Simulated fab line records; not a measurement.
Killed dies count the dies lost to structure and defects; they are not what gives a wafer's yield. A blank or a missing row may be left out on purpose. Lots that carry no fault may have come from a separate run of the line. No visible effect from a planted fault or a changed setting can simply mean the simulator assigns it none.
8D (eight disciplines) problem report, filled in by code / flow sky130 / the parts of the form that need people (team, actions taken, sign-off) are left out

1. WHAT WENT WRONG
heater_power_total_W at SKY_GATE_OXIDE_SOFTBAKE_06 reads a mean of 65.14 W on 6 wafers of 2 lots; wafers without a fault read 56.60 W with a standard deviation of 0.048. That is +99 or more standard deviations from the usual mean.
The step: time 60 s.
Earliest sighting: wafer L719.1 on litho_track-04 at day 17 05:46. At this step, 36 wafers from 12 lots have a number in the record. By rule, "out" or "out of limits" means more than 4 standard deviations away from the usual mean. The rest of the wafers with a number are treated as sound.

2. WHAT IT IS; WHAT IT IS NOT
question=which readings at this step | is=heater_power_total_W, plate_temp_C | is not=-
question=which lots | is=L719, L722 | is not=L708, L711, L713, L714, L716, L717, L726, L728, L729, L730
question=which wafers of those lots | is=all that have a number | is not=-
question=read on which tools | is=litho_track-04 | is not=litho_track-02, litho_track-03
question=when | is=from day 17 05:46 | is not=up to then (18 sound wafers); but 12 sound wafers of L726, L728, L729, L730 came after

3. WHAT RULES OUT EACH SUSPECT
Counting: any tool at a process step up to the reading is kept as a suspect provided that every lot that is out went through it and no sound lot did after the first of them.
- plasma_asher-03 at SKY_VT_ADJUST_LVTN_STRIP_09 (strips in O2/N2): ruled out as a lasting fault. Sound lots L728 ran on it after its first lot that is out, L719 (day 9 22:19).
- litho_track-04 at SKY_GATE_OXIDE_SOFTBAKE_06 (time 60 s): kept. It processed each lot that is out, first L719 at day 17 05:46, and no sound lot thereafter; up to then, the last sound lot it processed was L717 at day 16 19:08. Out on those wafers are its own readings of heater_power_total_W, plate_temp_C.
Remaining after the count: litho_track-04 at SKY_GATE_OXIDE_SOFTBAKE_06.

4. THE CAUSE (what the simulator had put in)
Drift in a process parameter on litho_track-04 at SKY_GATE_OXIDE_SOFTBAKE_06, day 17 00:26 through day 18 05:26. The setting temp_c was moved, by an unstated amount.
Counting left only this tool.

5. THE EFFECT CHAIN, in route order
Each row: a reading whose mean over the struck wafers that have a number lies more than 3 standard deviations from the usual. Scope: only readings with a usual standard deviation given in the record; hours: median across lots of the time from each lot's start at the first step in this table that gives one to its start at this step; sigmas: change in usual standard deviations.
hours=0; step=SKY_GATE_OXIDE_SOFTBAKE_06; reading=heater_power_total_W; usual=56.60 W; on struck wafers=65.14; change=+8.54; sigmas=+99 or more
hours=0; step=SKY_GATE_OXIDE_SOFTBAKE_06; reading=plate_temp_C; usual=89.99 C; on struck wafers=99.50; change=+9.51; sigmas=+79
hours=15; step=SKY_GATE_OXIDE_STRIP_13; reading=strip_time_to_endpoint_s; usual=14.16 s; on struck wafers=13.80; change=-0.36; sigmas=-10
Process steps it contains:
- SKY_GATE_OXIDE_SOFTBAKE_06: time 60 s.
- SKY_GATE_OXIDE_STRIP_13: strips in O2/N2.

6. WHAT WOULD HAVE CAUGHT IT SOONER
First out-of-limits reading in this record: day 17 05:46, which is 5 hours after fault onset at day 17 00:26.
